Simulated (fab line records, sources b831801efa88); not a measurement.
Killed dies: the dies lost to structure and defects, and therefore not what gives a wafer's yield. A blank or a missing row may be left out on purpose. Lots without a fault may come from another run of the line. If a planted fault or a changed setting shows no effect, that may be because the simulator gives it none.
fab line records | flow sky130
record lots=12 wafers=36 lastDay=50
route steps=708 shown LDD_HVN@276 VIA3@595 METAL4@602 VIA4@660 PAD_OPEN@708
lots untouched by any fault: they come from a run of this same line in which no faults occurred
startH: the number of hours between the record's first day and the start of the first shown wafer of the lot | waitH: hours from the lot's prior step to this one | " identical to the entry in the row above | L1.1+2: a row that stands for several wafers | - value missing, or start not given | * or withheld: withheld | < > ~ a bound
route shown NAME@n: names a module that has steps shown in the file, with the first one's number in the route | usual: average and standard deviation across the fault-free wafers | same: alike in all rows | chamber/n: place in a boat | sites: each site's reading | _std_site: their standard deviation | _edge_site: inner sites' mean taken away from outer sites' mean | radiusMm: for every site, how far away it sits from the centre of the wafer | mask NAME#n: copy n | behind: tool/chamber where the wafer was last shaped | hold: cause of the lot's hold/its duration in hours/its outcome | device: the transistor (n, p or np) that didn't switch | end of line: the tests these same wafers got at the end of their route | for a step that has no rows: nothing shown but its recipe | killed: at the first sort, the dies lost to defects and structure; wafer yield is something else | map: per-die view of a wafer (x killed, . not killed, _ where there is no die)
set.NAME: the run value of the setting; set.NAME@STEP: its run value at that earlier step | model.NAME: the simulator's own value behind a step, which no gauge read
steps of the route over a sample of lots; a table a step, a row a wafer
services: a tool's chamber out of use, with start hour (startH, from the record's first day; less than 0 if before it), hours out, and reason
## steps
# step SKY_LDD_HVN_STRIP_09
# recipe chemistry=O2/N2 powerW=1400 pressureMtorr=1500 platenTempC=withheld o2FlowSccm=3000 n2FlowSccm=300 overashFraction=0.5
# usual drypumpMotorCurrentA=5.8/0.48 oesProductAu=0.408/0.0046 stripTimeToEndpointS=4.130/0.016
# columns lot.wafer tool chamber startH waitH drypumpMotorCurrentA oesProductAu rfHoursCounterH stripTimeToEndpointS
L582.2 plasmaAsher-02 0 497.61 0.1 5.5 0.405 5 4.113
L582.3 " 1 " " 5.9 0.405 - 4.134
L582.4 " 0 " " 5.5 0.409 - 4.128
L583.3 plasmaAsher-02 0 501.79 0.1 5.5 0.414 - 4.138
L583.4 " 1 " " 5.9 0.411 - 4.118
L583.6 " 0 " " 5.5 0.399 - 4.107
L584.2 plasmaAsher-01 1 516.92 0.1 5.6 0.411 39 4.152
L584.5 " 1 " " 5.6 0.407 - 4.151
L584.6 " 0 " " 5.0 0.411 - 4.109
L586.1 plasmaAsher-04 0 526.59 0.1 6.5 0.415 84 4.148
L586.4 " 0 " " 6.5 0.402 - 4.132
L586.5 " 0 " " 6.5 0.413 - 4.134
L588.3 plasmaAsher-02 0 545.04 0.1 5.5 0.408 - 4.123
L588.4 " 1 " " 5.9 0.413 - 4.120
L588.6 " 1 " " 5.9 0.411 - 4.133
L589.1 plasmaAsher-02 0 549.22 0.1 5.5 0.412 11 4.111
L589.4 " 1 " " 5.9 0.410 - 4.119
L589.6 " 1 " " 5.9 0.402 - 4.134
L593.2 plasmaAsher-01 0 589.82 0.1 5.1 0.403 47 4.138
L593.3 " 0 " " 5.1 0.407 - 4.132
L593.5 " 0 " " 5.1 0.407 - 4.122
L594.4 plasmaAsher-01 1 603.25 0.1 5.6 0.402 - 4.158
L594.5 " 0 " " 5.1 0.414 - 4.129
L594.6 " 1 " " 5.6 0.413 - 4.147
L595.1 plasmaAsher-01 0 607.14 0.1 5.1 0.410 49 4.142
L595.4 " 1 " " 5.6 0.403 - 4.136
L595.5 " 1 " " 5.6 0.419 - 4.159
L596.1 plasmaAsher-01 1 616.11 0.1 5.6 0.410 50 4.117
L596.3 " 1 " " 5.6 0.418 - 4.128
L596.4 " 0 " " 5.1 0.409 - 4.113
L604.1 plasmaAsher-02 0 663.51 0.1 5.4 0.410 22 4.117
L604.2 " 1 " " 5.9 0.410 22 4.120
L604.5 " 1 " " 5.9 0.407 - 4.111
L603.1 plasmaAsher-02 1 668.71 0.1 5.9 0.405 22 4.125
L603.2 " 0 " " 5.5 0.406 22 4.132
L603.4 " 0 " " 5.5 0.410 - 4.132
# step SKY_VIA3_RS_MEAS_22
# recipe thkMeasGauge=four-point-probe reads=W_of_VIA3_CVD_21+TiN_of_VIA3_SPUTTER_20
# usual VIA3_W_RS=0.294/0.0033
# columns lot.wafer tool chamber startH waitH VIA3_W_RS[ohm/sq]
L582.2 filmMetro-01 - 964.20 0.1 0.299
L582.3 " - " " 0.292
L582.4 " - " " 0.297
L583.3 filmMetro-03 - 966.61 0.1 0.292
L583.4 " - " " 0.293
L583.6 " - " " 0.289
L584.2 filmMetro-02 - 981.10 0.1 0.292
L584.5 " - " " 0.292
L584.6 " - " " 0.292
L586.1 filmMetro-03 - 985.29 0.1 0.291
L586.4 " - " " 0.287
L586.5 " - " " 0.291
L588.3 filmMetro-03 - 1002.81 0.1 0.297
L588.4 " - " " 0.296
L588.6 " - " " 0.293
L589.1 filmMetro-02 - 1005.91 0.1 0.298
L589.4 " - " " 0.295
L589.6 " - " " 0.295
L593.2 filmMetro-02 - 1030.49 0.1 0.295
L593.3 " - " " 0.293
L593.5 " - " " 0.293
L594.4 filmMetro-01 - 1040.05 0.1 0.292
L594.5 " - " " 0.296
L594.6 " - " " 0.292
L595.1 filmMetro-03 - 1045.21 0.1 0.290
L595.4 " - " " 0.289
L595.5 " - " " 0.290
L596.1 filmMetro-02 - 1051.72 0.1 0.289
L596.3 " - " " 0.293
L596.4 " - " " 0.290
L604.1 filmMetro-03 - 1085.59 0.1 0.295
L604.2 " - " " 0.295
L604.5 " - " " 0.294
L603.1 filmMetro-03 - 1090.42 0.1 0.298
L603.2 " - " " 0.299
L603.4 " - " " 0.300
# step SKY_METAL4_SPUTTER_04
# recipe material=TiN targetThkNm=70 powerW=6500 timeS=58.3 chamberPressurePa=0.4
# usual throttleValvePct=29.9/0.76
# columns lot.wafer tool chamber startH waitH throttleValvePct
L582.2 pvdSputter-03 - 964.77 0.0 30.5
L582.3 " - " " 29.3
L582.4 " - " " 29.8
L583.3 pvdSputter-02 - 967.15 0.0 30.1
L583.4 " - " " 30.4
L583.6 " - " " 30.1
L584.2 pvdSputter-03 - 981.66 0.0 29.4
L584.5 " - " " 30.5
L584.6 " - " " 30.5
L586.1 pvdSputter-02 - 985.87 0.0 30.8
L586.4 " - " " 30.3
L586.5 " - " " 29.6
L588.3 pvdSputter-01 - 1003.35 0.0 30.8
L588.4 " - " " 28.5
L588.6 " - " " 30.6
L589.1 pvdSputter-01 - 1006.49 0.0 28.5
L589.4 " - " " 28.6
L589.6 " - " " 29.9
L593.2 pvdSputter-01 - 1031.05 0.0 28.4
L593.3 " - " " 30.8
L593.5 " - " " 30.8
L594.4 pvdSputter-03 - 1040.58 0.0 30.4
L594.5 " - " " 29.7
L594.6 " - " " 30.4
L595.1 pvdSputter-02 - 1045.79 0.0 28.0
L595.4 " - " " 30.0
L595.5 " - " " 29.9
L596.1 pvdSputter-02 - 1052.30 0.0 29.8
L596.3 " - " " 27.9
L596.4 " - " " 30.9
L604.1 pvdSputter-03 - 1086.18 0.0 29.5
L604.2 " - " " 30.6
L604.5 " - " " 29.4
L603.1 pvdSputter-03 - 1091.00 0.0 29.7
L603.2 " - " " 30.3
L603.4 " - " " 29.6
# step SKY_VIA4_CMP_21
# recipe stopOn=SiO2 tOverpolishS=25 downForcePsi=3.5 platenRpm=60 targetThkNm=0 padVelocityMS=0.94248
# usual motorCurrentA=10.6/0.71 overpolishRunS=25.000/0.0093 retainingRingPressureFrac=0.999/0.0057 timeToEndpointS=122/4.6
# same tOverpolishS=25
# columns lot.wafer tool chamber startH waitH motorCurrentA overpolishRunS retainingRingPressureFrac timeToEndpointS
L582.3 cmp-02 0 1032.15 0.0 10.0 25.013 0.996 122
L582.4 " 1 " " 10.4 25.002 1.006 121
L582.2 " 2 " " 10.2 25.005 0.998 124
L583.3 cmp-01 2 1034.55 0.0 9.9 24.993 0.990 110
L583.4 " 1 " " 10.9 25.009 0.999 122
L583.6 " 3 " " 11.7 24.998 0.998 120
L584.2 cmp-01 1 1046.04 0.1 11.1 24.996 1.004 125
L584.6 " 3 " " 11.7 24.994 1.002 127
L584.5 " 0 " " 10.6 25.014 0.993 122
L586.1 cmp-01 0 1048.63 0.1 10.9 24.987 0.991 124
L586.4 " 3 " " 11.4 24.990 0.993 122
L586.5 " 0 " " 10.4 24.987 0.995 119
L588.3 cmp-01 3 1070.01 0.1 11.8 24.984 0.996 126
L588.4 " 0 " " 10.8 24.983 0.997 122
L588.6 " 2 " " 9.9 24.993 1.005 121
L589.4 cmp-02 3 1071.97 0.1 10.7 25.020 0.994 126
L589.1 " 0 " " 9.1 24.994 0.995 125
L589.6 " 1 " " 10.1 25.009 1.000 124
L593.3 cmp-01 0 1101.46 0.0 10.9 25.000 1.002 118
L593.2 " 3 " " 12.3 24.994 1.001 118
L593.5 " 1 " " 10.8 25.005 1.006 119
L594.4 cmp-01 2 1110.92 0.1 10.4 24.992 1.004 110
L594.6 " 0 " " 11.0 24.999 0.990 114
L594.5 " 1 " " 11.7 25.004 0.999 123
L595.1 cmp-01 3 1114.78 0.1 11.9 25.006 1.003 119
L595.4 " 1 " " 11.0 24.997 0.991 122
L595.5 " 0 " " 10.4 24.999 1.008 114
L596.3 cmp-02 0 1120.40 0.1 10.0 24.997 0.997 124
L596.1 " 1 " " 10.5 25.008 0.996 123
L596.4 " 2 " " 9.7 25.011 1.004 119
L604.2 cmp-01 0 1150.83 0.1 10.7 24.992 0.989 124
L604.1 " 1 " " 11.4 24.981 1.001 132
L604.5 " 2 " " 9.9 25.013 1.008 122
L603.4 cmp-01 1 1154.09 0.1 10.5 24.990 0.993 126
L603.1 " 2 " " 10.0 25.010 1.003 116
L603.2 " 0 " " 11.2 24.992 0.993 119
# step SKY_PAD_OPEN_PROBE_99
# usual killed_at_M0_to_M3=43/6.4 killed_at_M4_up=3.2/1.8 killedAtContacts=25/5.5 killedAtFrontEnd=16/5.2 killedAtOther=0.3/0.49 killedDies=88/10 killedOnRim=17/3.9 killedOpen=48/7 killedShort=40/7.1
# same grossDies=492 killedAtBackSide=0
# columns lot.wafer tool chamber startH waitH hold killed_at_M0_to_M3 killed_at_M4_up killedAtContacts killedAtFrontEnd killedAtOther killedDies killedOnRim killedOpen killedShort
L582.2 prober-01 - 1102.08 0.1 - 51 2 17 8 0 78 20 39 39
L582.3 prober-01 - 1102.13 0.2 - 35 8 34 15 1 93 20 58 35
L582.4 prober-01 - 1102.18 0.2 - 49 3 32 7 0 91 13 47 44
L583.3 prober-02 - 1104.30 0.2 - 53 3 16 13 0 85 20 54 31
L583.4 prober-02 - 1104.35 0.2 - 43 2 27 11 0 83 18 40 43
L583.6 prober-02 - 1104.45 0.2 - 32 5 18 22 0 77 13 45 32
L584.2 prober-02 - 1115.60 0.1 - 44 2 28 9 0 83 16 53 30
L584.5 prober-02 - 1115.75 0.2 - 50 1 16 11 0 78 17 37 41
L584.6 prober-02 - 1115.80 0.2 - 53 3 24 13 0 93 19 51 42
L586.1 prober-01 - 1119.40 0.1 - 33 4 28 14 1 80 23 42 38
L586.4 prober-01 - 1119.55 0.2 - 40 2 22 15 0 79 11 40 39
L586.5 prober-01 - 1119.60 0.2 - 44 2 31 19 0 96 20 53 43
L588.3 prober-01 - 1134.97 0.2 - 34 2 35 15 1 87 18 49 38
L588.4 prober-01 - 1135.02 0.2 - 42 3 16 16 0 77 14 48 29
L588.6 prober-01 - 1135.12 0.2 - 51 1 14 17 0 83 18 47 36
L589.1 prober-02 - 1136.94 0.1 - 47 6 28 20 1 102 19 52 50
L589.4 prober-02 - 1137.09 0.2 - 41 5 24 21 0 91 19 45 46
L589.6 prober-02 - 1137.19 0.2 - 49 4 25 13 1 92 20 46 46
L593.2 prober-02 - 1161.95 0.1 - 47 3 24 16 0 90 16 55 35
L593.3 prober-02 - 1162.00 0.2 - 38 3 25 16 0 82 17 51 31
L593.5 prober-02 - 1162.10 0.2 - 45 1 23 13 0 82 15 47 35
L594.4 prober-01 - 1171.79 0.2 - 48 3 32 24 0 107 20 51 56
L594.5 prober-01 - 1171.84 0.2 - 41 6 29 12 0 88 19 49 39
L594.6 prober-01 - 1171.89 0.2 - 40 1 29 13 1 84 15 46 38
L595.1 prober-01 - 1174.35 0.1 - 46 3 23 7 1 80 11 48 32
L595.4 prober-01 - 1174.50 0.2 - 38 3 37 23 1 102 20 58 44
L595.5 prober-01 - 1174.55 0.2 - 36 3 27 15 1 82 21 43 39
L596.1 prober-02 - 1178.85 0.1 - 39 7 17 19 0 82 18 41 41
L596.3 prober-02 - 1178.95 0.2 - 42 1 26 24 0 93 20 48 45
L596.4 prober-02 - 1179.00 0.2 - 34 5 27 11 0 77 14 48 29
L604.1 prober-01 - 1206.95 0.1 awaitDispo/3.1h/release 35 3 26 23 0 87 18 44 43
L604.2 prober-01 - 1207.00 0.1 awaitDispo/3.1h/release 34 4 14 75 0 127 14 36 29
L604.5 prober-01 - 1207.15 0.2 awaitDispo/3.1h/release 43 4 28 77 0 152 24 44 48
L603.1 prober-02 - 1210.25 0.1 awaitDispo/5.6h/release 32 2 22 77 0 133 22 34 32
L603.2 prober-02 - 1210.30 0.1 awaitDispo/5.6h/release 41 1 21 10 0 73 9 41 32
L603.4 prober-02 - 1210.40 0.2 awaitDispo/5.6h/release 40 1 21 17 0 79 24 51 28
# killed by level:class
L582.2 VIA1:geometricParticle:open=9 METAL2:geometricParticle:short=9 CONTACT:geometricParticle:open=8 VIA1:geometricParticle:short=7 LI_CONTACT:geometricParticle:open=5 METAL1:geometricParticle:short=5 VIA3:geometricParticle:short=5 VIA3:geometricParticle:open=5
L582.3 CONTACT:geometricParticle:open=14 VIA1:geometricParticle:open=12 POLY_GATE:geometricParticle:open=6 LI_CONTACT:geometricParticle:open=6 CONTACT:geometricParticle:short=5 LOCAL_INTERCONNECT:geometricParticle:short=4 VIA3:geometricParticle:short=4 VIA1:geometricParticle:short=4
L582.4 VIA1:geometricParticle:open=10 CONTACT:geometricParticle:short=9 CONTACT:geometricParticle:open=9 VIA3:geometricParticle:open=9 METAL1:geometricParticle:short=7 LI_CONTACT:geometricParticle:open=6 VIA3:geometricParticle:short=4 LOCAL_INTERCONNECT:geometricParticle:short=4
L583.3 VIA1:geometricParticle:open=15 VIA2:geometricParticle:open=9 VIA3:geometricParticle:open=7 LI_CONTACT:geometricParticle:open=5 POLY_GATE:geometricParticle:open=4 CONTACT:geometricParticle:open=4 METAL3:geometricParticle:short=4 POLY_GATE:geometricParticle:short=3
L583.4 VIA1:geometricParticle:open=10 VIA1:geometricParticle:short=9 LOCAL_INTERCONNECT:geometricParticle:short=9 LI_CONTACT:geometricParticle:open=8 CONTACT:geometricParticle:open=7 METAL1:geometricParticle:short=6 VIA3:geometricParticle:short=6 VIA2:geometricParticle:open=4
L583.6 VIA1:geometricParticle:open=15 LOCAL_INTERCONNECT:geometricParticle:short=8 POLY_GATE:geometricParticle:short=6 FIELD_ISO:geometricParticle:open=5 VIA3:geometricParticle:open=5 POLY_GATE:geometricParticle:open=4 LI_CONTACT:geometricParticle:open=4 CONTACT:geometricParticle:open=4
L584.2 VIA1:geometricParticle:open=11 CONTACT:geometricParticle:open=10 LI_CONTACT:geometricParticle:open=9 VIA2:geometricParticle:open=7 VIA3:geometricParticle:open=7 METAL1:geometricParticle:short=5 VIA1:geometricParticle:short=5 LOCAL_INTERCONNECT:geometricParticle:short=3
L584.5 VIA2:geometricParticle:open=11 CONTACT:geometricParticle:open=8 METAL1:geometricParticle:short=7 VIA1:geometricParticle:open=6 METAL2:geometricParticle:short=5 VIA3:geometricParticle:short=5 FIELD_ISO:geometricParticle:short=4 METAL3:geometricParticle:short=4
L584.6 VIA3:geometricParticle:open=12 VIA2:geometricParticle:open=9 CONTACT:geometricParticle:open=8 METAL2:geometricParticle:short=8 VIA1:geometricParticle:open=7 VIA1:geometricParticle:short=7 CONTACT:geometricParticle:short=6 FIELD_ISO:geometricParticle:open=4
L586.1 CONTACT:geometricParticle:open=11 VIA1:geometricParticle:open=9 POLY_GATE:geometricParticle:short=6 VIA3:geometricParticle:open=6 LI_CONTACT:geometricParticle:open=5 METAL2:geometricParticle:short=5 LI_CONTACT:geometricParticle:short=4 CONTACT:geometricParticle:short=4
L586.4 VIA1:geometricParticle:open=11 CONTACT:geometricParticle:open=11 METAL1:geometricParticle:short=6 POLY_GATE:geometricParticle:short=5 VIA2:geometricParticle:open=5 METAL2:geometricParticle:short=5 LOCAL_INTERCONNECT:geometricParticle:short=4 CONTACT:geometricParticle:short=4
L586.5 VIA1:geometricParticle:open=10 LI_CONTACT:geometricParticle:open=9 CONTACT:geometricParticle:open=8 METAL1:geometricParticle:short=7 FIELD_ISO:geometricParticle:open=6 VIA1:geometricParticle:short=6 VIA3:geometricParticle:open=6 LI_CONTACT:geometricParticle:short=4
L588.3 CONTACT:geometricParticle:open=14 VIA2:geometricParticle:open=9 CONTACT:geometricParticle:short=8 POLY_GATE:geometricParticle:short=7 LI_CONTACT:geometricParticle:open=7 METAL1:geometricParticle:short=5 VIA1:geometricParticle:open=5 VIA3:geometricParticle:open=5
L588.4 VIA2:geometricParticle:open=15 VIA1:geometricParticle:open=8 CONTACT:geometricParticle:short=6 POLY_GATE:geometricParticle:open=5 METAL1:geometricParticle:short=4 VIA3:geometricParticle:open=4 METAL2:geometricParticle:short=3 VIA2:geometricParticle:short=3
L588.6 VIA2:geometricParticle:open=13 VIA1:geometricParticle:open=10 CONTACT:geometricParticle:open=7 METAL1:geometricParticle:short=6 FIELD_ISO:geometricParticle:short=5 FIELD_ISO:geometricParticle:open=5 METAL3:geometricParticle:short=4 VIA3:geometricParticle:short=4
L589.1 CONTACT:geometricParticle:short=10 VIA3:geometricParticle:open=10 METAL1:geometricParticle:short=8 VIA1:geometricParticle:open=8 CONTACT:geometricParticle:open=8 VIA2:geometricParticle:open=6 LOCAL_INTERCONNECT:geometricParticle:short=5 FIELD_ISO:geometricParticle:open=4
L589.4 CONTACT:geometricParticle:open=10 VIA1:geometricParticle:open=8 POLY_GATE:geometricParticle:short=6 LI_CONTACT:geometricParticle:open=6 METAL1:geometricParticle:short=6 METAL2:geometricParticle:short=5 VIA1:geometricParticle:short=5 VIA2:geometricParticle:open=5
L589.6 VIA1:geometricParticle:open=12 METAL2:geometricParticle:short=10 CONTACT:geometricParticle:open=8 LI_CONTACT:geometricParticle:open=7 VIA3:geometricParticle:open=6 POLY_GATE:geometricParticle:short=5 CONTACT:geometricParticle:short=5 VIA2:geometricParticle:open=5
L593.2 VIA1:geometricParticle:open=13 VIA2:geometricParticle:open=9 CONTACT:geometricParticle:open=9 LI_CONTACT:geometricParticle:open=7 METAL1:geometricParticle:short=7 CONTACT:geometricParticle:short=5 FIELD_ISO:geometricParticle:open=4 VIA2:geometricParticle:short=4
L593.3 CONTACT:geometricParticle:open=9 POLY_GATE:geometricParticle:open=7 VIA1:geometricParticle:short=7 CONTACT:geometricParticle:short=6 VIA1:geometricParticle:open=6 LI_CONTACT:geometricParticle:open=5 VIA2:geometricParticle:open=5 VIA3:geometricParticle:open=4
L593.5 VIA2:geometricParticle:open=9 LI_CONTACT:geometricParticle:open=7 VIA1:geometricParticle:open=7 CONTACT:geometricParticle:open=7 VIA1:geometricParticle:short=6 METAL2:geometricParticle:short=5 FIELD_ISO:geometricParticle:short=4 SPACER:geometricParticle:open=4
L594.4 CONTACT:geometricParticle:open=11 LI_CONTACT:geometricParticle:open=9 CONTACT:geometricParticle:short=8 METAL1:geometricParticle:short=7 POLY_GATE:geometricParticle:short=6 VIA1:geometricParticle:open=6 VIA2:geometricParticle:open=6 FIELD_ISO:geometricParticle:short=5
L594.5 CONTACT:geometricParticle:open=13 VIA1:geometricParticle:open=12 LI_CONTACT:geometricParticle:open=7 CONTACT:geometricParticle:short=6 METAL1:geometricParticle:short=5 VIA1:geometricParticle:short=5 FIELD_ISO:geometricParticle:short=4 METAL2:geometricParticle:short=4
L594.6 CONTACT:geometricParticle:open=11 LI_CONTACT:geometricParticle:open=9 VIA1:geometricParticle:open=8 METAL1:geometricParticle:short=7 CONTACT:geometricParticle:short=7 VIA2:geometricParticle:open=6 METAL2:geometricParticle:short=4 VIA3:geometricParticle:short=4
L595.1 VIA1:geometricParticle:open=16 LI_CONTACT:geometricParticle:open=10 VIA2:geometricParticle:open=8 METAL2:geometricParticle:short=7 CONTACT:geometricParticle:open=6 FIELD_ISO:geometricParticle:open=3 LI_CONTACT:geometricParticle:short=3 LOCAL_INTERCONNECT:geometricParticle:short=3
L595.4 CONTACT:geometricParticle:open=15 LI_CONTACT:geometricParticle:open=11 FIELD_ISO:geometricParticle:short=9 VIA3:geometricParticle:open=9 FIELD_ISO:geometricParticle:open=6 CONTACT:geometricParticle:short=6 VIA1:geometricParticle:open=6 VIA1:geometricParticle:short=5
L595.5 CONTACT:geometricParticle:open=11 METAL1:geometricParticle:short=9 VIA1:geometricParticle:open=7 CONTACT:geometricParticle:short=5 VIA2:geometricParticle:open=5 POLY_GATE:geometricParticle:open=4 LI_CONTACT:geometricParticle:open=4 METAL2:geometricParticle:short=4
L596.1 VIA1:geometricParticle:open=10 METAL2:geometricParticle:short=6 CONTACT:geometricParticle:short=5 VIA3:geometricParticle:open=5 METAL4:geometricParticle:short=5 FIELD_ISO:geometricParticle:open=4 FIELD_ISO:geometricParticle:short=4 POLY_GATE:geometricParticle:open=4
L596.3 VIA1:geometricParticle:open=10 LI_CONTACT:geometricParticle:open=7 LOCAL_INTERCONNECT:geometricParticle:short=7 FIELD_ISO:geometricParticle:open=6 CONTACT:geometricParticle:open=6 METAL3:geometricParticle:short=6 FIELD_ISO:geometricParticle:short=5 VIA1:geometricParticle:short=5
L596.4 CONTACT:geometricParticle:open=8 VIA3:geometricParticle:open=7 LI_CONTACT:geometricParticle:open=7 VIA1:geometricParticle:open=7 LOCAL_INTERCONNECT:geometricParticle:short=6 METAL1:geometricParticle:short=4 VIA2:geometricParticle:open=4 FIELD_ISO:geometricParticle:open=3
L604.1 CONTACT:geometricParticle:open=11 VIA2:geometricParticle:open=8 METAL2:geometricParticle:short=7 POLY_GATE:geometricParticle:short=6 VIA1:geometricParticle:open=6 FIELD_ISO:geometricParticle:short=4 POLY_GATE:geometricParticle:open=4 SPACER:geometricParticle:short=4
L604.2 LDD_HVN:unspecified=62 CONTACT:geometricParticle:open=6 VIA3:geometricParticle:open=6 METAL2:geometricParticle:short=6 FIELD_ISO:geometricParticle:open=5 VIA1:geometricParticle:short=4 VIA1:geometricParticle:open=4 VIA2:geometricParticle:short=4
L604.5 LDD_HVN:unspecified=60 VIA1:geometricParticle:open=10 CONTACT:geometricParticle:short=8 VIA1:geometricParticle:short=8 LI_CONTACT:geometricParticle:open=7 CONTACT:geometricParticle:open=7 FIELD_ISO:geometricParticle:open=6 VIA3:geometricParticle:open=6
L603.1 LDD_HVN:unspecified=67 CONTACT:geometricParticle:short=6 FIELD_ISO:geometricParticle:open=5 LI_CONTACT:geometricParticle:open=5 VIA1:geometricParticle:open=5 CONTACT:geometricParticle:open=4 METAL2:geometricParticle:short=4 VIA3:geometricParticle:short=4
L603.2 CONTACT:geometricParticle:open=8 VIA1:geometricParticle:open=8 METAL1:geometricParticle:short=7 VIA2:geometricParticle:open=7 VIA3:geometricParticle:open=6 LI_CONTACT:geometricParticle:short=5 METAL3:geometricParticle:short=4 VIA3:geometricParticle:short=4
L603.4 VIA2:geometricParticle:open=11 CONTACT:geometricParticle:open=9 FIELD_ISO:geometricParticle:open=7 LOCAL_INTERCONNECT:geometricParticle:short=5 METAL2:geometricParticle:open=5 METAL1:geometricParticle:short=4 LI_CONTACT:geometricParticle:open=4 VIA1:geometricParticle:open=4
## services
# columns tool chamber startH hours kind
cmp-01 - 528.51 1.8 repair
cmp-01 - 539.64 11.6 pm
cmp-01 - 552.24 4.2 repair
cmp-01 - 560.26 4.1 repair
cmp-01 - 572.00 4.0 pm
cmp-01 - 578.66 0.7 repair
cmp-01 - 585.74 6.2 pm
cmp-01 - 641.66 0.4 repair
cmp-01 - 645.54 2.5 repair
cmp-01 - 667.30 2.0 repair
cmp-01 - 726.09 2.9 repair
cmp-01 - 750.41 0.6 repair
cmp-01 - 754.43 0.5 repair
cmp-01 - 760.50 2.1 repair
cmp-01 - 798.78 2.6 repair
cmp-01 - 831.87 7.3 repair
cmp-01 - 845.76 2.5 pm
cmp-01 - 874.61 2.9 repair
cmp-01 - 892.83 0.6 repair
cmp-01 - 912.00 4.0 pm
cmp-01 - 967.97 1.1 repair
cmp-01 - 982.20 3.0 repair
cmp-01 - 992.88 0.6 repair
cmp-01 - 1056.13 1.8 repair
## key
firstSign step=SKY_PAD_OPEN_PROBE_99 reading=killedAtFrontEnd direction=up sigmas=12 usual=16 struck=76
effect step=SKY_PAD_OPEN_PROBE_99 reading=killedDies direction=up sigmas=4.9 usual=88 struck=137
metAt SKY_LDD_HVN_STRIP_09
struckLots L603,L604
struckWafers L603.1,L604.2,L604.5
testerLeftOut L603,L604
notActingAt SKY_VIA3_RS_MEAS_22,SKY_METAL4_SPUTTER_04,SKY_VIA4_CMP_21
onsetBetween 549.22 663.51
fault kind=chamberParticleSource tool=plasmaAsher-02 chamber=1 onsetH=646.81 steps=SKY_LDD_HVN_STRIP_09 ratePerVisitCm2=1.5737 endH=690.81
# testerLeftOut: of these lots the tester's yield and bins aren't shown, on N5 and GAA mostly nor the transistor test; their killed dies are dies lost to structure and defects alone, not to doping, threshold or leakage, so they don't give the yield
